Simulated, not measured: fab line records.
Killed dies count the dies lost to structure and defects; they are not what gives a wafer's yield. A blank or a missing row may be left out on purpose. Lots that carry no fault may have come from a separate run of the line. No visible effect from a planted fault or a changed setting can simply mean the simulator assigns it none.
fab line records	flow sky130	part 1 of 2: steps 1 to 29 of 42
[record] lots = 5	wafers = 15	lastDay = 50
route steps=708 shown POLY_CUT@312 SD_P@320 RES_XHIGH@332 SD_N@342
lots that met no fault: taken from a fault-free run of the same line
startH: start of the lot's first displayed wafer, in hours after the record's first day	waitH: hours elapsed since this lot's preceding step	" identical to the entry in the row above	L1.1+2: a row that stands for several wafers	- no value present, or no start provided	* or withheld: withheld	< > ~ a bound
route shown NAME@n: a module of which the file shows steps, and the number in the route of the first	usual: mean and standard deviation over wafers with no fault	same: alike in all rows	chamber/n: place in a boat	sites: the reading at each site	_std_site: standard deviation of those values	_edge_site: outer sites' mean less inner sites'	radiusMm: how far each site lies from the wafer's centre	mask NAME#n: copy n	behind: the tool/chamber that last shaped the wafer	hold: the reason the lot was held/the length of the hold in hours/how it ended	device: transistor that didn't switch, given as n, p or np	end of line: the tests these same wafers got at the end of their route	step lacking rows: just its recipe	killed: the dies lost at the first sort to structure and to defects; this is not the yield of the wafer	map: a wafer's dies, x killed, . not, _ none there
set.NAME: the run value of the setting; set.NAME@STEP: its run value at that earlier step	model.NAME: the simulator's own value behind a step, which no gauge read
a table for each step, a row for each wafer; lots at some steps of the route
services: from which hour (startH, from the record's first day; less than 0 if before it) a tool's chamber was out of use, for how many hours, and why
[[steps]]
[step SKY_POLY_CUT_EXPOSE_05]
[recipe] maskId = NPCM	na = 0.8	sourceShape = annular	sigmaInner = 0.55	sigmaOuter = 0.85	targetCdNm = 270	doseMj = 32
[usual] stageVelMmS = 499.96/0.26
[same] na = 0.8	sigmaOuter = 0.85
lot.wafer	tool	chamber	startH	waitH	mask	stageVelMmS
L080.1	krfScanner-01	0	-	-	NPCM#0	500.06
L080.2	"	0	"	"	NPCM#0	499.65
L080.6	"	0	"	"	NPCM#0	499.83
L086.1	krfScanner-01	0	-	-	NPCM#0	500.31
L086.3	"	0	"	"	NPCM#0	500.18
L086.5	"	0	"	"	NPCM#0	500.07
L089.2	krfScanner-02	0	-	-	NPCM#0	499.60
L089.5	"	0	"	"	NPCM#0	499.73
L089.6	"	0	"	"	NPCM#0	500.26
L090.2	krfScanner-01	0	-	-	NPCM#0	500.10
L090.3	"	0	"	"	NPCM#0	500.03
L090.5	"	0	"	"	NPCM#0	499.80
L096.2	krfScanner-01	0	-	-	NPCM#0	499.82
L096.3	"	0	"	"	NPCM#0	500.54
L096.4	"	0	"	"	NPCM#0	500.24
[step SKY_POLY_CUT_PEB_06]
[recipe] pebTempC = withheld	pebTimeS = withheld	resist = KrF-thick
lot.wafer	tool	chamber	startH	waitH
L080.1+2+6	lithoTrack-04	0	-	-
L086.1+3+5	lithoTrack-04	0	-	-
L089.2+5+6	lithoTrack-03	0	-	-
L090.2+3+5	lithoTrack-03	0	-	-
L096.2+3+4	lithoTrack-04	0	-	-
[step SKY_POLY_CUT_DEVELOP_07]
[recipe] developTimeS = 60	resist = KrF-thick	devTempC = 21
lot.wafer	tool	chamber	startH	waitH
L080.1+2+6	lithoTrack-04	0	-	-
L086.1+3+5	lithoTrack-04	0	-	-
L089.2+5+6	lithoTrack-03	0	-	-
L090.2+3+5	lithoTrack-03	0	-	-
L096.2+3+4	lithoTrack-04	0	-	-
[step SKY_POLY_CUT_CD_MEAS_08]
[recipe] targetCdNm = 270
[usual] cdNm = 269.5/1.5
lot.wafer	tool	chamber	startH	waitH	cdNm
L080.1	cdSem-02	-	617.88	-	269.9
L080.2	"	-	"	"	270.8
L080.6	"	-	"	"	270.2
L086.1	cdSem-01	-	668.83	-	268.7
L086.3	"	-	"	"	270.1
L086.5	"	-	"	"	270.7
L089.2	cdSem-02	-	681.69	-	269.9
L089.5	"	-	"	"	269.2
L089.6	"	-	"	"	271.0
L090.2	cdSem-02	-	689.59	-	265.9
L090.3	"	-	"	"	265.7
L090.5	"	-	"	"	265.9
L096.2	cdSem-02	-	733.80	-	268.7
L096.3	"	-	"	"	268.1
L096.4	"	-	"	"	268.9
[step SKY_POLY_CUT_OVL_MEAS_09]
[usual] POLY_CUT_OVL = -2/5.7
lot.wafer	tool	chamber	startH	waitH	POLY_CUT_OVL[nm]
L080.1	overlay-01	-	618.00	0.1	4
L080.2	"	-	"	"	-3
L080.6	"	-	"	"	-4
L086.1	overlay-02	-	668.95	0.1	-5
L086.3	"	-	"	"	-11
L086.5	"	-	"	"	-7
L089.2	overlay-02	-	681.80	0.1	4
L089.5	"	-	"	"	0
L089.6	"	-	"	"	8
L090.2	overlay-01	-	689.70	0.1	7
L090.3	"	-	"	"	-12
L090.5	"	-	"	"	-1
L096.2	overlay-02	-	733.91	0.1	-2
L096.3	"	-	"	"	1
L096.4	"	-	"	"	1
[step SKY_POLY_CUT_ETCH_10]
[recipe] chemistry = N2/H2	target = BARC	ionEnergyEv = 200	sourceW = 500	biasW = 100	pressureMtorr = 30	n2FlowSccm = 100	h2FlowSccm = 200	stopOn = SiO2	timeS = 45.9	targetDepthA = 600
[usual] drypumpMotorCurrentA = 5.6/0.38	oesProductAu = 0.855/0.0042	throttleValvePct = 13.224/0.0089
lot.wafer	tool	chamber	startH	waitH	drypumpMotorCurrentA	oesProductAu	rfHoursCounterH	throttleValvePct
L080.1	rieDiel-03	1	618.04	0.0	6.1	0.851	0	13.224
L080.2	"	0	"	"	5.6	0.854	8	13.215
L080.6	"	3	"	"	6.0	0.865	-	13.228
L086.1	rieDiel-04	3	668.99	0.0	5.1	0.860	14	13.238
L086.3	"	0	"	"	5.1	0.858	0	13.233
L086.5	"	3	"	"	5.1	0.851	-	13.223
L089.2	rieDiel-03	2	681.83	0.0	5.4	0.859	46	13.225
L089.5	"	1	"	"	6.0	0.857	-	13.228
L089.6	"	2	"	"	5.4	0.857	-	13.222
L090.2	rieDiel-02	0	689.73	0.0	5.8	0.853	33	13.222
L090.3	"	3	"	"	5.3	0.855	34	13.230
L090.5	"	2	"	"	6.2	0.859	-	13.226
L096.2	rieDiel-04	2	733.94	0.0	5.2	0.854	17	13.243
L096.3	"	0	"	"	5.1	0.857	2	13.219
L096.4	"	2	"	"	5.2	0.850	-	13.217
[step SKY_POLY_CUT_ETCH_11]
[recipe] target = Si3N4	chemistry = CF4/CH2F2/Ar	stopOn = poly-Si	sourceW = 600	biasW = 150	pressureMtorr = 40	cf4FlowSccm = 40	ch2f2FlowSccm = 20	Ar_flow_sccm = 150	timeS = 42.5	targetDepthA = 600
[usual] cf4FlowSccm = 40.01/0.12	drypumpMotorCurrentA = 5.6/0.38	oesProductAu = 0.829/0.0068	throttleValvePct = 14.994/0.01
lot.wafer	tool	chamber	startH	waitH	cf4FlowSccm	drypumpMotorCurrentA	oesProductAu	rfHoursCounterH	throttleValvePct
L080.1	rieDiel-03	1	618.08	0.0	39.87	6.1	0.835	0	14.997
L080.2	"	0	"	"	39.87	5.7	0.826	8	15.000
L080.6	"	3	"	"	40.14	6.0	0.844	-	15.004
L086.1	rieDiel-04	3	669.03	0.0	40.18	5.1	0.834	14	15.011
L086.3	"	0	"	"	39.87	5.1	0.836	0	14.966
L086.5	"	3	"	"	40.01	5.2	0.835	-	14.985
L089.2	rieDiel-03	2	681.87	0.0	40.16	5.4	0.825	46	14.996
L089.5	"	1	"	"	40.06	6.1	0.834	-	15.018
L089.6	"	2	"	"	40.19	5.4	0.830	-	15.010
L090.2	rieDiel-02	0	689.77	0.0	40.17	5.7	0.838	33	15.011
L090.3	"	3	"	"	40.12	5.3	0.848	34	15.007
L090.5	"	2	"	"	39.84	6.3	0.839	-	15.001
L096.2	rieDiel-04	2	733.98	0.0	40.28	5.2	0.839	17	14.991
L096.3	"	0	"	"	39.95	5.1	0.833	2	15.001
L096.4	"	2	"	"	40.16	5.2	0.828	-	15.009
[step SKY_POLY_CUT_STRIP_12]
[recipe] chemistry = O2/N2	powerW = 1400	pressureMtorr = 1500	platenTempC = withheld	o2FlowSccm = 3000	n2FlowSccm = 300	overashFraction = 0.5
[usual] drypumpMotorCurrentA = 5.8/0.38	oesProductAu = 0.452/0.0044	stripTimeToEndpointS = 5.355/0.02
lot.wafer	tool	chamber	startH	waitH	drypumpMotorCurrentA	oesProductAu	rfHoursCounterH	stripTimeToEndpointS
L080.1	plasmaAsher-02	1	618.12	0.0	5.9	0.454	47	5.348
L080.2	"	0	"	"	6.3	0.452	47	5.342
L080.6	"	1	"	"	5.9	0.451	-	5.325
L086.1	plasmaAsher-02	1	669.07	0.0	5.9	0.453	53	5.340
L086.3	"	1	"	"	5.9	0.455	-	5.365
L086.5	"	0	"	"	6.3	0.446	-	5.343
L089.2	plasmaAsher-01	0	681.91	0.0	5.2	0.453	22	5.363
L089.5	"	1	"	"	5.5	0.457	-	5.350
L089.6	"	0	"	"	5.2	0.449	-	5.343
L090.2	plasmaAsher-03	0	689.81	0.0	5.8	0.456	98	5.416
L090.3	"	0	"	"	5.8	0.457	-	5.399
L090.5	"	1	"	"	5.3	0.462	-	5.380
L096.2	plasmaAsher-02	0	734.02	0.0	6.3	0.455	58	5.329
L096.3	"	0	"	"	6.2	0.449	-	5.367
L096.4	"	1	"	"	5.9	0.449	-	5.335
[step SKY_SD_P_DEHYDRATE_00]
[recipe] tempC = 200	timeS = 60
lot.wafer	tool	chamber	startH	waitH
L080.1+2+6	lithoTrack-02	0	630.68	12.5
L086.1+3+5	lithoTrack-01	0	682.62	13.5
L089.2+5+6	lithoTrack-01	0	694.60	12.7
L090.2+3+5	lithoTrack-03	0	703.14	13.3
L096.2+3+4	lithoTrack-01	0	746.95	12.9
[step SKY_SD_P_HMDS_01]
[recipe] primeTimeS = 60	primeTempC = 120
lot.wafer	tool	chamber	startH	waitH
L080.1+2+6	lithoTrack-02	0	630.83	0.1
L086.1+3+5	lithoTrack-01	0	682.77	0.1
L089.2+5+6	lithoTrack-01	0	694.75	0.1
L090.2+3+5	lithoTrack-03	0	703.29	0.1
L096.2+3+4	lithoTrack-01	0	747.10	0.1
[step SKY_SD_P_COAT_02]
[recipe] resist = NOVOLAK	spinRpm = 3000	resistThkNm = 1140
[usual] spinSpeedRpm = 2999.9/1.9
lot.wafer	tool	chamber	startH	waitH	spinSpeedRpm
L080.1	lithoTrack-02	0	630.98	0.1	3001.6
L080.2	"	0	"	"	3000.5
L080.6	"	0	"	"	3001.6
L086.1	lithoTrack-01	0	682.92	0.1	2998.2
L086.3	"	0	"	"	3001.7
L086.5	"	0	"	"	3001.1
L089.2	lithoTrack-01	0	694.90	0.1	3000.9
L089.5	"	0	"	"	3001.2
L089.6	"	0	"	"	3001.7
L090.2	lithoTrack-03	0	703.44	0.1	3002.0
L090.3	"	0	"	"	2999.5
L090.5	"	0	"	"	2997.0
L096.2	lithoTrack-01	0	747.25	0.1	2996.5
L096.3	"	0	"	"	2996.9
L096.4	"	0	"	"	3002.0
[step SKY_SD_P_SOFTBAKE_03]
[recipe] tempC = 90	timeS = 60	resist = NOVOLAK
lot.wafer	tool	chamber	startH	waitH
L080.1+2+6	lithoTrack-02	0	631.13	0.1
L086.1+3+5	lithoTrack-01	0	683.07	0.1
L089.2+5+6	lithoTrack-01	0	695.05	0.1
L090.2+3+5	lithoTrack-03	0	703.59	0.1
L096.2+3+4	lithoTrack-01	0	747.40	0.1
[step SKY_SD_P_EXPOSE_04]
[recipe] maskId = PSDM	na = 0.6	sourceShape = conventional	sigmaOuter = 0.6	polarization = unpolarized	targetCdNm = 380	doseMj = 138
[usual] stageVelMmS = 500.00/0.25
[same] na = 0.6	sigmaOuter = 0.6
lot.wafer	tool	chamber	startH	waitH	mask	stageVelMmS
L080.1	ilineStepper-02	0	-	-	PSDM#0	499.80
L080.2	"	0	"	"	PSDM#0	500.08
L080.6	"	0	"	"	PSDM#0	500.18
L086.1	ilineStepper-02	0	-	-	PSDM#0	499.51
L086.3	"	0	"	"	PSDM#0	499.95
L086.5	"	0	"	"	PSDM#0	499.71
L089.2	ilineStepper-02	0	-	-	PSDM#0	500.43
L089.5	"	0	"	"	PSDM#0	500.32
L089.6	"	0	"	"	PSDM#0	500.19
L090.2	ilineStepper-02	0	-	-	PSDM#0	500.35
L090.3	"	0	"	"	PSDM#0	500.12
L090.5	"	0	"	"	PSDM#0	500.30
L096.2	ilineStepper-01	0	-	-	PSDM#0	499.93
L096.3	"	0	"	"	PSDM#0	499.68
L096.4	"	0	"	"	PSDM#0	500.09
[step SKY_SD_P_PEB_05]
[recipe] tempC = withheld	timeS = *	resist = NOVOLAK
lot.wafer	tool	chamber	startH	waitH
L080.1+2+6	lithoTrack-02	0	-	-
L086.1+3+5	lithoTrack-02	0	-	-
L089.2+5+6	lithoTrack-02	0	-	-
L090.2+3+5	lithoTrack-01	0	-	-
L096.2+3+4	lithoTrack-03	0	-	-
[step SKY_SD_P_DEVELOP_06]
[recipe] resist = NOVOLAK	developer = TMAH	developTimeS = 60	devTempC = 23
lot.wafer	tool	chamber	startH	waitH
L080.1+2+6	lithoTrack-02	0	645.18	0.1
L086.1+3+5	lithoTrack-02	0	696.73	0.1
L089.2+5+6	lithoTrack-02	0	708.85	0.1
L090.2+3+5	lithoTrack-01	0	716.95	0.1
L096.2+3+4	lithoTrack-03	0	761.24	0.1
[step SKY_SD_P_CD_MEAS_07]
[recipe] targetCdNm = 380
[usual] cdNm = 380.3/2.5
lot.wafer	tool	chamber	startH	waitH	cdNm
L080.1	cdSem-02	-	645.33	0.1	380.2
L080.2	"	-	"	"	377.9
L080.6	"	-	"	"	377.8
L086.1	cdSem-01	-	696.88	0.1	376.1
L086.3	"	-	"	"	375.3
L086.5	"	-	"	"	377.4
L089.2	cdSem-01	-	709.00	0.1	380.1
L089.5	"	-	"	"	379.4
L089.6	"	-	"	"	382.4
L090.2	cdSem-02	-	717.09	0.1	373.9
L090.3	"	-	"	"	377.5
L090.5	"	-	"	"	373.9
L096.2	cdSem-01	-	761.39	0.1	382.0
L096.3	"	-	"	"	382.8
L096.4	"	-	"	"	382.9
[step SKY_SD_P_OVL_MEAS_08]
[usual] SD_P_OVL = 0.0/1.4
lot.wafer	tool	chamber	startH	waitH	SD_P_OVL[nm]
L080.1	overlay-02	-	645.45	0.1	-0.5
L080.2	"	-	"	"	1.8
L080.6	"	-	"	"	-0.9
L086.1	overlay-01	-	697.00	0.1	1.1
L086.3	"	-	"	"	0.8
L086.5	"	-	"	"	-2.4
L089.2	overlay-02	-	709.11	0.1	-0.7
L089.5	"	-	"	"	-2.1
L089.6	"	-	"	"	-0.6
L090.2	overlay-02	-	717.20	0.1	1.4
L090.3	"	-	"	"	2.3
L090.5	"	-	"	"	-1.0
L096.2	overlay-01	-	761.50	0.1	-0.5
L096.3	"	-	"	"	-0.6
L096.4	"	-	"	"	-0.7
[step SKY_SD_P_IMPLANT_09]
[recipe] species = BF2	energyKev = 20	doseCm2 = 3e+15	tiltDeg = 0
lot.wafer	tool	chamber	startH	waitH
L080.1+2+6	implanter-02	0	645.48	0.0
L086.1+3+5	implanter-04	0	697.04	0.0
L089.2+5+6	implanter-02	0	709.16	0.0
L090.2+3+5	implanter-03	0	717.25	0.0
L096.2+3+4	implanter-04	0	761.55	0.0
[step SKY_SD_P_STRIP_10]
[recipe] chemistry = O2/N2	powerW = 1400	pressureMtorr = 1500	platenTempC = withheld	o2FlowSccm = 3000	n2FlowSccm = 300	overashFraction = 0.5
[usual] drypumpMotorCurrentA = 5.6/0.55	oesProductAu = 0.617/0.0045	stripTimeToEndpointS = 17.50/0.052
lot.wafer	tool	chamber	startH	waitH	drypumpMotorCurrentA	oesProductAu	rfHoursCounterH	stripTimeToEndpointS
L080.1	plasmaAsher-03	1	645.63	0.1	5.3	0.616	93	17.44
L080.2	"	0	"	"	5.8	0.617	93	17.47
L080.6	"	0	"	"	5.8	0.625	-	17.50
L086.1	plasmaAsher-03	0	697.19	0.1	5.8	0.612	99	17.42
L086.3	"	1	"	"	5.3	0.606	-	17.40
L086.5	"	1	"	"	5.3	0.618	-	17.44
L089.2	plasmaAsher-04	0	709.29	0.1	6.8	0.617	92	17.53
L089.5	"	1	"	"	5.3	0.614	-	17.45
L089.6	"	0	"	"	6.8	0.622	-	17.47
L090.2	plasmaAsher-04	1	717.38	0.1	5.3	0.616	93	17.56
L090.3	"	1	"	"	5.3	0.616	-	17.55
L090.5	"	0	"	"	6.8	0.612	-	17.60
L096.2	plasmaAsher-04	0	761.68	0.1	6.8	0.621	97	17.51
L096.3	"	1	"	"	5.3	0.614	-	17.52
L096.4	"	0	"	"	6.8	0.616	-	17.52
[step SKY_SD_P_TW_MEAS_11]
[usual] SD_P_TW = 2788/14
lot.wafer	tool	chamber	startH	waitH	SD_P_TW
L080.1	filmMetro-04	-	645.73	0.1	2780
L080.2	"	-	"	"	2779
L080.6	"	-	"	"	2783
L086.1	filmMetro-04	-	697.29	0.1	2775
L086.3	"	-	"	"	2792
L086.5	"	-	"	"	2784
L089.2	filmMetro-01	-	709.40	0.1	2770
L089.5	"	-	"	"	2791
L089.6	"	-	"	"	2773
L090.2	filmMetro-01	-	717.49	0.1	2792
L090.3	"	-	"	"	2783
L090.5	"	-	"	"	2775
L096.2	filmMetro-01	-	761.79	0.1	2776
L096.3	"	-	"	"	2767
L096.4	"	-	"	"	2776
[step SKY_RES_XHIGH_DEHYDRATE_00]
[recipe] tempC = 200	timeS = 60
lot.wafer	tool	chamber	startH	waitH
L080.1+2+6	lithoTrack-03	0	658.42	12.7
L086.1+3+5	lithoTrack-03	0	710.42	13.1
L089.2+5+6	lithoTrack-04	0	722.26	12.8
L090.2+3+5	lithoTrack-01	0	730.45	12.9
L096.2+3+4	lithoTrack-04	0	774.91	13.1
[step SKY_RES_XHIGH_HMDS_01]
[recipe] primeTimeS = 60	primeTempC = 120
lot.wafer	tool	chamber	startH	waitH
L080.1+2+6	lithoTrack-03	0	658.57	0.1
L086.1+3+5	lithoTrack-03	0	710.57	0.1
L089.2+5+6	lithoTrack-04	0	722.41	0.1
L090.2+3+5	lithoTrack-01	0	730.60	0.1
L096.2+3+4	lithoTrack-04	0	775.06	0.1
[step SKY_RES_XHIGH_COAT_02]
[recipe] resist = NOVOLAK	spinRpm = 3000	resistThkNm = 1140
[usual] spinSpeedRpm = 3000.2/1.5
lot.wafer	tool	chamber	startH	waitH	spinSpeedRpm
L080.1	lithoTrack-03	0	658.72	0.1	3000.0
L080.2	"	0	"	"	3002.6
L080.6	"	0	"	"	3000.4
L086.1	lithoTrack-03	0	710.72	0.1	2999.0
L086.3	"	0	"	"	2999.4
L086.5	"	0	"	"	3002.4
L089.2	lithoTrack-04	0	722.56	0.1	3000.9
L089.5	"	0	"	"	3000.4
L089.6	"	0	"	"	2999.8
L090.2	lithoTrack-01	0	730.75	0.1	3001.4
L090.3	"	0	"	"	3000.8
L090.5	"	0	"	"	2999.9
L096.2	lithoTrack-04	0	775.21	0.1	2997.2
L096.3	"	0	"	"	3000.1
L096.4	"	0	"	"	3000.2
[step SKY_RES_XHIGH_SOFTBAKE_03]
[recipe] tempC = 90	timeS = 60	resist = NOVOLAK
lot.wafer	tool	chamber	startH	waitH
L080.1+2+6	lithoTrack-03	0	658.87	0.1
L086.1+3+5	lithoTrack-03	0	710.87	0.1
L089.2+5+6	lithoTrack-04	0	722.71	0.1
L090.2+3+5	lithoTrack-01	0	730.90	0.1
L096.2+3+4	lithoTrack-04	0	775.36	0.1
[step SKY_RES_XHIGH_EXPOSE_04]
[recipe] maskId = URPM	na = 0.6	sourceShape = conventional	sigmaOuter = 0.6	polarization = unpolarized	targetCdNm = 1270	doseMj = 140
[usual] stageVelMmS = 500.05/0.21
[same] na = 0.6	sigmaOuter = 0.6
lot.wafer	tool	chamber	startH	waitH	mask	stageVelMmS
L080.1	ilineStepper-01	0	-	-	URPM#0	499.87
L080.2	"	0	"	"	URPM#0	500.05
L080.6	"	0	"	"	URPM#0	499.99
L086.1	ilineStepper-02	0	-	-	URPM#0	500.30
L086.3	"	0	"	"	URPM#0	500.38
L086.5	"	0	"	"	URPM#0	500.28
L089.2	ilineStepper-02	0	-	-	URPM#0	500.13
L089.5	"	0	"	"	URPM#0	500.08
L089.6	"	0	"	"	URPM#0	500.30
L090.2	ilineStepper-02	0	-	-	URPM#0	499.89
L090.3	"	0	"	"	URPM#0	499.85
L090.5	"	0	"	"	URPM#0	500.17
L096.2	ilineStepper-02	0	-	-	URPM#0	500.13
L096.3	"	0	"	"	URPM#0	499.88
L096.4	"	0	"	"	URPM#0	500.32
[step SKY_RES_XHIGH_PEB_05]
[recipe] tempC = withheld	timeS = *	resist = NOVOLAK
lot.wafer	tool	chamber	startH	waitH
L080.1+2+6	lithoTrack-03	0	-	-
L086.1+3+5	lithoTrack-03	0	-	-
L089.2+5+6	lithoTrack-03	0	-	-
L090.2+3+5	lithoTrack-03	0	-	-
L096.2+3+4	lithoTrack-04	0	-	-
[step SKY_RES_XHIGH_DEVELOP_06]
[recipe] resist = NOVOLAK	developer = TMAH	developTimeS = 60	devTempC = 23
lot.wafer	tool	chamber	startH	waitH
L080.1+2+6	lithoTrack-03	0	672.87	0.1
L086.1+3+5	lithoTrack-03	0	724.02	0.1
L089.2+5+6	lithoTrack-03	0	736.04	0.1
L090.2+3+5	lithoTrack-03	0	744.39	0.1
L096.2+3+4	lithoTrack-04	0	789.06	0.1
[step SKY_RES_XHIGH_IMPLANT_07]
[recipe] species = BF2	energyKev = 20	doseCm2 = 3.6e+14	tiltDeg = 0
lot.wafer	tool	chamber	startH	waitH
L080.1+2+6	implanter-01	0	673.02	0.1
L086.1+3+5	implanter-02	0	724.17	0.1
L089.2+5+6	implanter-02	0	736.19	0.1
L090.2+3+5	implanter-04	0	744.54	0.1
L096.2+3+4	implanter-02	0	789.21	0.1
[step SKY_RES_XHIGH_STRIP_08]
[recipe] chemistry = O2/N2	powerW = 1400	pressureMtorr = 1500	platenTempC = withheld	o2FlowSccm = 3000	n2FlowSccm = 300	overashFraction = 0.5
[usual] drypumpMotorCurrentA = 5.9/0.59	oesProductAu = 0.711/0.0048	stripTimeToEndpointS = 14.27/0.035
lot.wafer	tool	chamber	startH	waitH	drypumpMotorCurrentA	oesProductAu	rfHoursCounterH	stripTimeToEndpointS
L080.1	plasmaAsher-04	1	673.17	0.1	5.2	0.715	87	14.27
L080.2	"	0	"	"	6.8	0.708	87	14.32
L080.6	"	1	"	"	5.3	0.708	-	14.31
L086.1	plasmaAsher-02	0	724.32	0.1	6.3	0.713	57	14.24
L086.3	"	0	"	"	6.3	0.711	-	14.28
L086.5	"	0	"	"	6.3	0.720	-	14.28
L089.2	plasmaAsher-02	1	736.32	0.1	5.8	0.712	58	14.27
L089.5	"	0	"	"	6.3	0.710	-	14.25
L089.6	"	1	"	"	5.8	0.712	-	14.28
L090.2	plasmaAsher-03	1	744.67	0.1	5.3	0.712	0	14.31
L090.3	"	0	"	"	5.8	0.710	-	14.32
L090.5	"	0	"	"	5.8	0.716	-	14.27
L096.2	plasmaAsher-04	1	789.33	0.1	5.3	0.708	100	14.22
L096.3	"	0	"	"	6.8	0.710	-	14.23
L096.4	"	1	"	"	5.3	0.707	-	14.25
